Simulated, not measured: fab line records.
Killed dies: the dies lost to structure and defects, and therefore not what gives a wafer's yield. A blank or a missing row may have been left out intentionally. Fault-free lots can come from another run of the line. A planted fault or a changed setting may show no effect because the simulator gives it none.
fab line records | flow sky130
record: lots: 6 | wafers: 18 | lastDay: 50
route steps=708 shown POLY_GATE@235 LDD_N@237 PAD_OPEN@708
lots that met no fault: from a run of the same line without faults
startH: start of the lot's first displayed wafer, in hours after the record's first day | waitH: how many hours have passed since the lot's step before this one | " as in the row above | L1.1+2: several wafers, shown together as one row | - either no value or no given start | * or withheld: withheld | < > ~ a bound
route shown NAME@n: names a module that has steps shown in the file, with the first one's number in the route | usual: the fault-free wafers' mean and standard deviation | same: alike in all rows | chamber/n: place in a boat | sites: each site's reading | _std_site: standard deviation of those values | _edge_site: inner sites' mean taken away from outer sites' mean | radiusMm: for every site, how far away it sits from the centre of the wafer | mask NAME#n: copy n | behind: the most recent tool/chamber to have shaped the wafer | hold: the reason the lot was held/the length of the hold in hours/how it ended | device: whichever transistor did not switch (one of n, p or np) | end of line: at the end of the route, the tests of the same wafers | step lacking rows: just its recipe | killed: dies that structure and defects cost at the first sort, which is not the same as the wafer's yield | map: the dies of a wafer, with x for killed, . for not killed, _ for no die there
set.NAME: the run value of the setting; set.NAME@STEP: its run value at that earlier step | model.NAME: the simulator's own value behind a step, which no gauge read
lots at selected steps of the route; one table per step, one row per wafer
services: when a tool's chamber went out of use (startH, in hours from the record's first day, below 0 if earlier), for how many hours, and the reason
== steps ==
step: SKY_POLY_GATE_THK_MEAS_21
recipe: reads: SiO2_of_POLY_GATE_OXIDATION_20
usual: POLY_GATE_OXIDATION_THK: 3.99/0.089
lot.wafer | tool         | chamber | startH | waitH | POLY_GATE_OXIDATION_THK[nm]
L592.3    | filmMetro-03 | -       | 395.75 | 0.0   | 4.08
L592.4    | "            | -       | "      | "     | 4.03
L592.6    | "            | -       | "      | "     | 4.07
L594.3    | filmMetro-01 | -       | 439.74 | 0.0   | 3.87
L594.4    | "            | -       | "      | "     | 3.92
L594.5    | "            | -       | "      | "     | 3.95
L595.1    | filmMetro-03 | -       | 444.94 | 0.0   | 3.90
L595.2    | "            | -       | "      | "     | 3.89
L595.6    | "            | -       | "      | "     | 3.86
L598.2    | filmMetro-03 | -       | 460.10 | 0.0   | 4.01
L598.4    | "            | -       | "      | "     | 3.95
L598.5    | "            | -       | "      | "     | 4.01
L603.1    | filmMetro-02 | -       | 510.81 | 0.0   | 3.96
L603.4    | "            | -       | "      | "     | 4.00
L603.5    | "            | -       | "      | "     | 4.05
L610.1    | filmMetro-03 | -       | 560.89 | 0.0   | 3.96
L610.5    | "            | -       | "      | "     | 3.88
L610.6    | "            | -       | "      | "     | 3.92
step: SKY_POLY_GATE_CD_MEAS_22
usual: cdNm: 147.7/2.5
lot.wafer | tool     | chamber | startH | waitH | cdNm
L592.3    | cdSem-02 | -       | 395.91 | 0.2   | 149.2
L592.4    | "        | -       | "      | "     | 148.4
L592.6    | "        | -       | "      | "     | 146.5
L594.3    | cdSem-02 | -       | 439.83 | 0.1   | 147.1
L594.4    | "        | -       | "      | "     | 149.0
L594.5    | "        | -       | "      | "     | 145.8
L595.1    | cdSem-01 | -       | 445.00 | 0.1   | 147.0
L595.2    | "        | -       | "      | "     | 148.1
L595.6    | "        | -       | "      | "     | 147.8
L598.2    | cdSem-01 | -       | 460.18 | 0.1   | 146.7
L598.4    | "        | -       | "      | "     | 148.9
L598.5    | "        | -       | "      | "     | 149.6
L603.1    | cdSem-02 | -       | 510.87 | 0.1   | 145.8
L603.4    | "        | -       | "      | "     | 144.4
L603.5    | "        | -       | "      | "     | 145.0
L610.1    | cdSem-01 | -       | 560.95 | 0.1   | 146.7
L610.5    | "        | -       | "      | "     | 140.6
L610.6    | "        | -       | "      | "     | 148.3
step: SKY_LDD_N_DEHYDRATE_00
recipe: tempC: 200 | timeS: 60
step: SKY_LDD_N_HMDS_01
recipe: primeTimeS: 60 | primeTempC: 120
step: SKY_LDD_N_COAT_02
recipe: resist: NOVOLAK | spinRpm: 3000 | resistThkNm: 300
step: SKY_LDD_N_SOFTBAKE_03
recipe: tempC: 90 | timeS: 60 | resist: NOVOLAK
step: SKY_LDD_N_EXPOSE_04
recipe: maskId: NTM | targetCdNm: 840 | na: 0.6 | sourceShape: conventional | sigmaOuter: 0.6 | doseMj: 110
step: SKY_LDD_N_PEB_05
recipe: tempC: withheld | timeS: * | resist: NOVOLAK
step: SKY_LDD_N_DEVELOP_06
recipe: developTimeS: 60 | devTempC: 23
step: SKY_LDD_N_OVL_MEAS_07
usual: LDD_N_OVL: 1.7/1.2
lot.wafer | tool       | chamber | startH | waitH | LDD_N_OVL[nm]
L592.3    | overlay-02 | -       | 426.91 | 0.1   | 0.0
L592.4    | "          | -       | "      | "     | 0.6
L592.6    | "          | -       | "      | "     | 0.5
L594.3    | overlay-02 | -       | 469.18 | 0.1   | 2.3
L594.4    | "          | -       | "      | "     | 1.5
L594.5    | "          | -       | "      | "     | 2.3
L595.1    | overlay-02 | -       | 474.17 | 0.1   | 1.1
L595.2    | "          | -       | "      | "     | 3.1
L595.6    | "          | -       | "      | "     | 2.6
L598.2    | overlay-02 | -       | 490.02 | 0.1   | 2.9
L598.4    | "          | -       | "      | "     | 1.6
L598.5    | "          | -       | "      | "     | 3.1
L603.1    | overlay-02 | -       | 540.30 | 0.1   | 2.4
L603.4    | "          | -       | "      | "     | 1.9
L603.5    | "          | -       | "      | "     | 4.5
L610.1    | overlay-02 | -       | 590.37 | 0.1   | 1.6
L610.5    | "          | -       | "      | "     | 2.7
L610.6    | "          | -       | "      | "     | 2.7
step: SKY_LDD_N_IMPLANT_08
recipe: species: As | energyKev: 20 | doseCm2: 7.5e+13 | tiltDeg: withheld | rotationDeg: 23
step: SKY_LDD_N_IMPLANT_09
recipe: species: As | energyKev: 20 | doseCm2: 7.5e+13 | tiltDeg: withheld | rotationDeg: 113
step: SKY_LDD_N_IMPLANT_10
recipe: species: As | energyKev: 20 | doseCm2: 7.5e+13 | tiltDeg: withheld | rotationDeg: 203
usual: beamOnS: 10.00/0.19 | doseIonsCm2: 7.498e+13/8.8e+10 | faradayCurrentUA: 423/7.8 | rotationDeg: 203.00/0.042
lot.wafer | tool         | chamber | startH | waitH | beamOnS | doseIonsCm2 | faradayCurrentUA | rotationDeg
L592.3    | implanter-01 | 0       | 427.29 | 0.1   | 10.14   | 7.501e+13   | 418              | 203.01
L592.4    | "            | 0       | "      | "     | 9.92    | 7.49e+13    | 428              | 202.94
L592.6    | "            | 0       | "      | "     | 10.22   | 7.496e+13   | 414              | 202.95
L594.3    | implanter-01 | 0       | 469.55 | 0.1   | 10.11   | 7.5e+13     | 419              | 203.03
L594.4    | "            | 0       | "      | "     | 9.98    | 7.514e+13   | 425              | 203.01
L594.5    | "            | 0       | "      | "     | 10.10   | 7.498e+13   | 419              | 202.98
L595.1    | implanter-01 | 0       | 474.50 | 0.1   | 42.75   | 4.1996e+14  | 553              | 202.96
L595.2    | "            | 0       | "      | "     | 43.57   | 4.2009e+14  | 543              | 203.07
L595.6    | "            | 0       | "      | "     | 44.95   | 4.2003e+14  | 525              | 202.95
L598.2    | implanter-01 | 0       | 490.38 | 0.1   | 45.41   | 4.2009e+14  | 521              | 203.02
L598.4    | "            | 0       | "      | "     | 43.27   | 4.2005e+14  | 546              | 202.99
L598.5    | "            | 0       | "      | "     | 45.00   | 4.2004e+14  | 524              | 203.07
L603.1    | implanter-04 | 0       | 540.64 | 0.1   | 9.80    | 7.501e+13   | 431              | 203.02
L603.4    | "            | 0       | "      | "     | 9.46    | 7.513e+13   | 445              | 202.98
L603.5    | "            | 0       | "      | "     | 10.04   | 7.503e+13   | 422              | 202.98
L610.1    | implanter-04 | 0       | 590.70 | 0.1   | 10.01   | 7.492e+13   | 421              | 202.95
L610.5    | "            | 0       | "      | "     | 9.81    | 7.493e+13   | 431              | 203.02
L610.6    | "            | 0       | "      | "     | 10.15   | 7.491e+13   | 414              | 203.01
step: SKY_LDD_N_IMPLANT_11
recipe: species: As | energyKev: 20 | doseCm2: 7.5e+13 | tiltDeg: withheld | rotationDeg: 293
step: SKY_LDD_N_IMPLANT_12
recipe: species: BF2 | energyKev: 50 | doseCm2: 5e+12 | tiltDeg: 30 | rotationDeg: 0
step: SKY_LDD_N_IMPLANT_13
recipe: species: BF2 | energyKev: 50 | doseCm2: 5e+12 | tiltDeg: 30 | rotationDeg: 90
step: SKY_LDD_N_IMPLANT_14
recipe: species: BF2 | energyKev: 50 | doseCm2: 5e+12 | tiltDeg: 30 | rotationDeg: 180
step: SKY_LDD_N_IMPLANT_15
recipe: species: BF2 | energyKev: 50 | doseCm2: 5e+12 | tiltDeg: 30 | rotationDeg: 270
step: SKY_LDD_N_STRIP_16
recipe: chemistry: O2/N2 | powerW: 1400 | pressureMtorr: 1500 | platenTempC: withheld | o2FlowSccm: 3000 | n2FlowSccm: 300 | overashFraction: 0.5
usual: drypumpMotorCurrentA: 5.6/0.33 | oesProductAu: 0.406/0.0047 | stripTimeToEndpointS: 4.310/0.016
lot.wafer | tool           | chamber | startH | waitH | drypumpMotorCurrentA | oesProductAu | rfHoursCounterH | stripTimeToEndpointS
L592.3    | plasmaAsher-04 | 1       | 428.17 | 0.1   | 5.6                  | 0.412        | -               | 4.312
L592.4    | "              | 0       | "      | "     | 6.0                  | 0.413        | -               | 4.323
L592.6    | "              | 1       | "      | "     | 5.6                  | 0.410        | -               | 4.310
L594.3    | plasmaAsher-04 | 0       | 470.44 | 0.1   | 6.0                  | 0.402        | -               | 4.304
L594.4    | "              | 1       | "      | "     | 5.6                  | 0.406        | -               | 4.307
L594.5    | "              | 1       | "      | "     | 5.5                  | 0.414        | -               | 4.299
L595.1    | plasmaAsher-01 | 1       | 475.40 | 0.1   | 5.4                  | 0.403        | 36              | 5.143
L595.2    | "              | 0       | "      | "     | 4.9                  | 0.401        | 36              | 5.148
L595.6    | "              | 0       | "      | "     | 4.9                  | 0.412        | -               | 5.153
L598.2    | plasmaAsher-04 | 0       | 491.25 | 0.1   | 6.0                  | 0.408        | 74              | 5.141
L598.4    | "              | 1       | "      | "     | 5.5                  | 0.395        | -               | 5.138
L598.5    | "              | 0       | "      | "     | 6.0                  | 0.399        | -               | 5.128
L603.1    | plasmaAsher-02 | 1       | 541.54 | 0.1   | 5.8                  | 0.405        | 10              | 4.304
L603.4    | "              | 1       | "      | "     | 5.8                  | 0.408        | -               | 4.325
L603.5    | "              | 1       | "      | "     | 5.8                  | 0.398        | -               | 4.309
L610.1    | plasmaAsher-02 | 0       | 591.60 | 0.1   | 5.8                  | 0.412        | 15              | 4.324
L610.5    | "              | 1       | "      | "     | 5.8                  | 0.412        | -               | 4.336
L610.6    | "              | 0       | "      | "     | 5.8                  | 0.410        | -               | 4.307
step: SKY_LDD_N_TW_MEAS_17
usual: LDD_N_TW: 2612/16
lot.wafer | tool         | chamber | startH | waitH | hold                    | LDD_N_TW
L592.3    | filmMetro-04 | -       | 428.26 | 0.1   | -                       | 2589
L592.4    | "            | -       | "      | "     | -                       | 2604
L592.6    | "            | -       | "      | "     | -                       | 2605
L594.3    | filmMetro-04 | -       | 470.52 | 0.1   | -                       | 2612
L594.4    | "            | -       | "      | "     | -                       | 2614
L594.5    | "            | -       | "      | "     | -                       | 2612
L595.1    | filmMetro-02 | -       | 475.50 | 0.1   | awaitDispo/0.2h/release | 2922
L595.2    | "            | -       | "      | "     | awaitDispo/0.2h/release | 2926
L595.6    | "            | -       | "      | "     | awaitDispo/0.2h/release | 2923
L595.1    | filmMetro-02 | -       | 475.73 | 0.2   | -                       | 2913
L595.2    | "            | -       | "      | "     | -                       | 2897
L595.6    | "            | -       | "      | "     | -                       | 2934
L598.2    | filmMetro-01 | -       | 491.36 | 0.1   | awaitDispo/0.2h/release | 2928
L598.4    | "            | -       | "      | "     | awaitDispo/0.2h/release | 2927
L598.5    | "            | -       | "      | "     | awaitDispo/0.2h/release | 2925
L598.2    | filmMetro-01 | -       | 491.59 | 0.2   | -                       | 2927
L598.4    | "            | -       | "      | "     | -                       | 2906
L598.5    | "            | -       | "      | "     | -                       | 2924
L603.1    | filmMetro-04 | -       | 541.64 | 0.1   | -                       | 2620
L603.4    | "            | -       | "      | "     | -                       | 2600
L603.5    | "            | -       | "      | "     | -                       | 2605
L610.1    | filmMetro-02 | -       | 591.70 | 0.1   | -                       | 2603
L610.5    | "            | -       | "      | "     | -                       | 2605
L610.6    | "            | -       | "      | "     | -                       | 2611
step: SKY_PAD_OPEN_PROBE_99
usual: killed_at_M0_to_M3: 44/6.5 | killed_at_M4_up: 3.0/1.5 | killedAtContacts: 25/5.1 | killedAtFrontEnd: 14/4.1 | killedAtOther: 0.3/0.57 | killedDies: 87/9.5 | killedOpen: 48/6.8 | killedShort: 39/6.2
same: grossDies: 492 | killedAtBackSide: 0
lot.wafer | tool      | chamber | startH  | waitH | killed_at_M0_to_M3 | killed_at_M4_up | killedAtContacts | killedAtFrontEnd | killedAtOther | killedDies | killedOpen | killedShort | model.etest.tipN.rsOhmSq | model.etest.nfet_01v8.rOnOhmUm | model.etest.nfet_01v8_turned.driveUaUm | model.etest.nfet_01v8_swapped.driveUaUm | model.etest.nfet_01v8_lvt.driveUaUm | model.etest.nfet_01v8.driveUaUm | model.etest.sramNfetPass.driveUaUm | model.etest.tipN.rsOhmSqRange
L592.3    | prober-02 | -       | 1094.43 | 0.2   | 54                 | 1               | 28               | 12               | 0             | 95         | 51         | 44          | 442.6                    | 840.5                          | 504.2                                  | 501.2                                   | 568.7                               | 503.9                           | 482                                | 18.02
L592.4    | prober-02 | -       | 1094.48 | 0.2   | 41                 | 5               | 22               | 14               | 0             | 82         | 41         | 41          | 445.8                    | 835.1                          | 501.6                                  | 504.1                                   | 570                                 | 497.7                           | 494.9                              | 14.17
L592.6    | prober-02 | -       | 1094.58 | 0.2   | 39                 | 5               | 21               | 13               | 0             | 78         | 43         | 35          | 444.8                    | 827                            | 501.8                                  | 506.9                                   | 571.5                               | 503.4                           | 492.7                              | 12.29
L595.1    | prober-01 | -       | 1122.37 | 0.1   | 38                 | 4               | 22               | 15               | 1             | 80         | 39         | 39          | 297.8                    | 767                            | 547.4                                  | 551.5                                   | 616.6                               | 540.5                           | 495                                | 6.969
L595.2    | prober-01 | -       | 1122.42 | 0.1   | 33                 | 4               | 31               | 18               | 0             | 86         | 50         | 35          | 297.6                    | 764.3                          | 558.5                                  | 559.9                                   | 624.6                               | 549.8                           | 531.5                              | 11.53
L595.6    | prober-01 | -       | 1122.62 | 0.2   | 49                 | 6               | 34               | 18               | 1             | 108        | 57         | 50          | 295.9                    | 781.4                          | 545.2                                  | 546                                     | 613.9                               | 532.2                           | 511.1                              | 11.56
L594.3    | prober-02 | -       | 1122.49 | 0.2   | 62                 | 5               | 32               | 16               | 0             | 115        | 63         | 51          | 443.1                    | 809.4                          | 520.2                                  | 519.1                                   | 587.5                               | 518.3                           | 502.8                              | 11.08
L594.4    | prober-02 | -       | 1122.54 | 0.2   | 46                 | 2               | 23               | 17               | 1             | 89         | 54         | 35          | 441.5                    | 839                            | 502.4                                  | 501                                     | 574.9                               | 501.2                           | 482.6                              | 11.46
L594.5    | prober-02 | -       | 1122.59 | 0.2   | 52                 | 1               | 24               | 10               | 1             | 88         | 53         | 35          | 441.6                    | 811.1                          | 518.3                                  | 519                                     | 587.5                               | 519.1                           | 502.5                              | 12.62
L598.2    | prober-01 | -       | 1136.58 | 0.1   | 39                 | 2               | 19               | 16               | 0             | 76         | 41         | 35          | 297                      | 781.7                          | 544.4                                  | 538.4                                   | 606.7                               | 529.5                           | 535.7                              | 11.03
L598.4    | prober-01 | -       | 1136.68 | 0.2   | 36                 | 2               | 27               | 12               | 0             | 77         | 50         | 27          | 296.3                    | 770.7                          | 538.7                                  | 540.8                                   | 604.3                               | 531.1                           | 530.3                              | 8.773
L598.5    | prober-01 | -       | 1136.73 | 0.2   | 59                 | 5               | 23               | 7                | 0             | 94         | 46         | 48          | 298.1                    | 802.3                          | 529.3                                  | 524.2                                   | 594                                 | 517.9                           | 516.9                              | 9.651
L603.1    | prober-02 | -       | 1164.76 | 0.1   | 44                 | 4               | 15               | 16               | 0             | 79         | 45         | 34          | 440.9                    | 812.1                          | 522.3                                  | 517.8                                   | 588.6                               | 516.8                           | 505.7                              | 13.96
L603.4    | prober-02 | -       | 1164.91 | 0.2   | 48                 | 3               | 32               | 19               | 0             | 102        | 49         | 53          | 445                      | 803.8                          | 519.4                                  | 522.7                                   | 593.9                               | 525.5                           | 514.8                              | 16.87
L603.5    | prober-02 | -       | 1164.96 | 0.2   | 57                 | 4               | 34               | 12               | 0             | 107        | 61         | 46          | 442.5                    | 807.5                          | 524.3                                  | 523.3                                   | 595.7                               | 525.1                           | 507                                | 12.32
L610.1    | prober-02 | -       | 1196.62 | 0.1   | 38                 | 6               | 21               | 5                | 0             | 70         | 36         | 34          | 439.7                    | 842.3                          | 486.1                                  | 489.4                                   | 556.5                               | 491.1                           | 485.4                              | 18.59
L610.5    | prober-02 | -       | 1196.82 | 0.2   | 45                 | 1               | 16               | 14               | 0             | 76         | 40         | 36          | 439.8                    | 815.5                          | 505.1                                  | 504.8                                   | 579.1                               | 504.6                           | 475.4                              | 11.88
L610.6    | prober-02 | -       | 1196.87 | 0.2   | 48                 | 3               | 17               | 11               | 0             | 79         | 46         | 33          | 440.3                    | 845.3                          | 492.2                                  | 489.8                                   | 560.5                               | 488.7                           | 469.5                              | 8.05
killed by level:class
L592.3 VIA1:geometricParticle:open=11 CONTACT:geometricParticle:open=9 VIA3:geometricParticle:open=8 METAL2:geometricParticle:short=8 METAL1:geometricParticle:short=7 CONTACT:geometricParticle:short=6 POLY_GATE:geometricParticle:open=5 LI_CONTACT:geometricParticle:open=5
L592.4 METAL2:geometricParticle:short=10 VIA3:geometricParticle:open=7 VIA1:geometricParticle:open=7 CONTACT:geometricParticle:open=6 LI_CONTACT:geometricParticle:open=6 METAL1:geometricParticle:short=5 POLY_GATE:geometricParticle:short=4 POLY_GATE:geometricParticle:open=4
L592.6 METAL2:geometricParticle:short=8 LI_CONTACT:geometricParticle:open=8 VIA2:geometricParticle:open=7 VIA3:geometricParticle:open=7 CONTACT:geometricParticle:open=5 VIA1:geometricParticle:open=5 METAL2:geometricParticle:open=5 CONTACT:geometricParticle:short=4
L595.1 VIA1:geometricParticle:open=10 CONTACT:geometricParticle:open=8 CONTACT:geometricParticle:short=7 VIA1:geometricParticle:short=7 METAL1:geometricParticle:short=5 FIELD_ISO:geometricParticle:open=4 METAL3:geometricParticle:short=4 VIA2:geometricParticle:open=4
L595.2 CONTACT:geometricParticle:open=10 LI_CONTACT:geometricParticle:open=9 VIA3:geometricParticle:open=8 FIELD_ISO:geometricParticle:open=7 VIA1:geometricParticle:open=7 LOCAL_INTERCONNECT:geometricParticle:short=6 FIELD_ISO:geometricParticle:short=5 METAL1:geometricParticle:open=5
L594.3 CONTACT:geometricParticle:open=15 VIA1:geometricParticle:open=12 VIA1:geometricParticle:short=11 VIA2:geometricParticle:open=11 METAL1:geometricParticle:short=7 VIA2:geometricParticle:short=7 LI_CONTACT:geometricParticle:open=6 FIELD_ISO:geometricParticle:open=5
L594.4 VIA1:geometricParticle:open=13 CONTACT:geometricParticle:open=11 VIA1:geometricParticle:short=8 LI_CONTACT:geometricParticle:open=7 METAL2:geometricParticle:short=5 POLY_GATE:geometricParticle:open=4 VIA2:geometricParticle:open=4 VIA3:geometricParticle:open=4
L594.5 CONTACT:geometricParticle:open=13 VIA1:geometricParticle:open=11 VIA3:geometricParticle:open=10 METAL2:geometricParticle:short=8 VIA1:geometricParticle:short=6 LI_CONTACT:geometricParticle:open=4 METAL2:geometricParticle:open=4 FIELD_ISO:geometricParticle:short=3
L595.6 CONTACT:geometricParticle:open=14 VIA1:geometricParticle:open=12 VIA2:geometricParticle:open=10 CONTACT:geometricParticle:short=8 METAL1:geometricParticle:short=7 LI_CONTACT:geometricParticle:open=7 FIELD_ISO:geometricParticle:short=6 METAL4:geometricParticle:short=6
L598.2 VIA1:geometricParticle:open=9 CONTACT:geometricParticle:open=7 FIELD_ISO:geometricParticle:open=6 VIA3:geometricParticle:open=6 VIA1:geometricParticle:short=6 VIA2:geometricParticle:open=5 LOCAL_INTERCONNECT:geometricParticle:short=4 METAL2:geometricParticle:short=4
L598.4 VIA1:geometricParticle:open=10 CONTACT:geometricParticle:open=9 VIA2:geometricParticle:open=8 LI_CONTACT:geometricParticle:open=7 VIA3:geometricParticle:open=6 LOCAL_INTERCONNECT:geometricParticle:short=5 METAL2:geometricParticle:short=5 FIELD_ISO:geometricParticle:open=4
L598.5 CONTACT:geometricParticle:open=11 VIA2:geometricParticle:open=11 VIA1:geometricParticle:open=10 VIA3:geometricParticle:open=10 METAL1:geometricParticle:short=7 METAL2:geometricParticle:short=6 VIA1:geometricParticle:short=6 VIA3:geometricParticle:short=5
L603.1 VIA1:geometricParticle:open=13 FIELD_ISO:geometricParticle:open=7 VIA2:geometricParticle:open=7 CONTACT:geometricParticle:open=7 VIA2:geometricParticle:short=7 FIELD_ISO:geometricParticle:short=6 CONTACT:geometricParticle:short=4 METAL1:geometricParticle:short=4
L603.4 CONTACT:geometricParticle:open=9 LI_CONTACT:geometricParticle:open=8 VIA1:geometricParticle:open=8 METAL2:geometricParticle:short=7 POLY_GATE:geometricParticle:open=6 POLY_GATE:geometricParticle:short=6 CONTACT:geometricParticle:short=6 METAL1:geometricParticle:short=5
L603.5 CONTACT:geometricParticle:open=19 METAL2:geometricParticle:short=13 VIA1:geometricParticle:open=12 VIA2:geometricParticle:open=9 LI_CONTACT:geometricParticle:open=7 VIA1:geometricParticle:short=5 VIA2:geometricParticle:short=5 FIELD_ISO:geometricParticle:short=4
L610.1 VIA1:geometricParticle:open=9 METAL2:geometricParticle:short=8 LOCAL_INTERCONNECT:geometricParticle:short=7 VIA3:geometricParticle:open=7 LI_CONTACT:geometricParticle:open=5 CONTACT:geometricParticle:short=5 VIA2:geometricParticle:open=5 METAL4:geometricParticle:short=5
L610.5 VIA1:geometricParticle:open=11 METAL1:geometricParticle:short=8 VIA2:geometricParticle:open=7 FIELD_ISO:geometricParticle:short=6 CONTACT:geometricParticle:short=5 LI_CONTACT:geometricParticle:open=4 CONTACT:geometricParticle:open=4 VIA1:geometricParticle:short=4
L610.6 VIA2:geometricParticle:open=14 VIA3:geometricParticle:open=7 VIA1:geometricParticle:short=6 CONTACT:geometricParticle:open=5 FIELD_ISO:geometricParticle:short=4 METAL1:geometricParticle:short=4 LI_CONTACT:geometricParticle:open=4 VIA1:geometricParticle:open=4
== services ==
tool           | chamber | startH | hours | kind
plasmaAsher-02 | -       | 421.25 | 9.0   | pm
plasmaAsher-02 | 0       | 421.25 | 9.0   | ventCycle
plasmaAsher-02 | 1       | 421.25 | 9.0   | ventCycle
plasmaAsher-02 | 0       | 430.25 | -     | clean
plasmaAsher-02 | 1       | 430.25 | -     | clean
plasmaAsher-02 | -       | 433.46 | 14.6  | pm
implanter-01   | -       | 434.77 | 2.7   | repair
implanter-04   | -       | 444.32 | 5.5   | repair
implanter-04   | -       | 465.30 | 0.7   | repair
implanter-04   | -       | 471.62 | 1.3   | repair
plasmaAsher-04 | -       | 476.09 | 2.2   | repair
implanter-04   | -       | 523.48 | 4.8   | repair
implanter-01   | -       | 548.72 | 3.2   | repair
implanter-01   | -       | 554.64 | 0.9   | repair
implanter-01   | -       | 566.78 | 1.1   | repair
implanter-04   | -       | 569.66 | 3.0   | pm
implanter-01   | -       | 590.88 | 2.7   | repair
== key ==
firstSign: step: SKY_LDD_N_IMPLANT_10 | reading: doseIonsCm2 | direction: up | sigmas: 99+ | usual: * | struck: *
effect: step: SKY_LDD_N_IMPLANT_10 | reading: beamOnS | direction: up | sigmas: 99+ | usual: 10.00 | struck: 44.16
effect: step: SKY_LDD_N_STRIP_16 | reading: stripTimeToEndpointS | direction: up | sigmas: 51 | usual: * | struck: *
effect: step: SKY_LDD_N_TW_MEAS_17 | reading: visit | direction: added
effect: step: SKY_LDD_N_TW_MEAS_17 | reading: LDD_N_TW | direction: up | sigmas: 20 | usual: 2612 | struck: 2925
modelEffect: step: SKY_PAD_OPEN_PROBE_99 | value: etest.tipN.rsOhmSq | without: 445 | struck: 297.1
metAt SKY_LDD_N_IMPLANT_10
struckWafers L595.1,L595.2,L595.6,L598.2,L598.4,L598.5
testerLeftOut L595,L598
onsetBetween 469.55 474.50
fault: kind: processParameterDrift | tool: implanter-01 | chamber: - | onsetH: 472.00 | steps: SKY_LDD_N_IMPLANT_10 | channel: doseCm2 | offset: * | shape: step | endH: 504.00 | actsIn: * | stated: *
testerLeftOut: of these lots the tester's yield and bins aren't shown, on N5 and GAA mostly nor the transistor test; their killed dies are dies lost to structure and defects alone, not to doping, threshold or leakage, so they don't give the yield
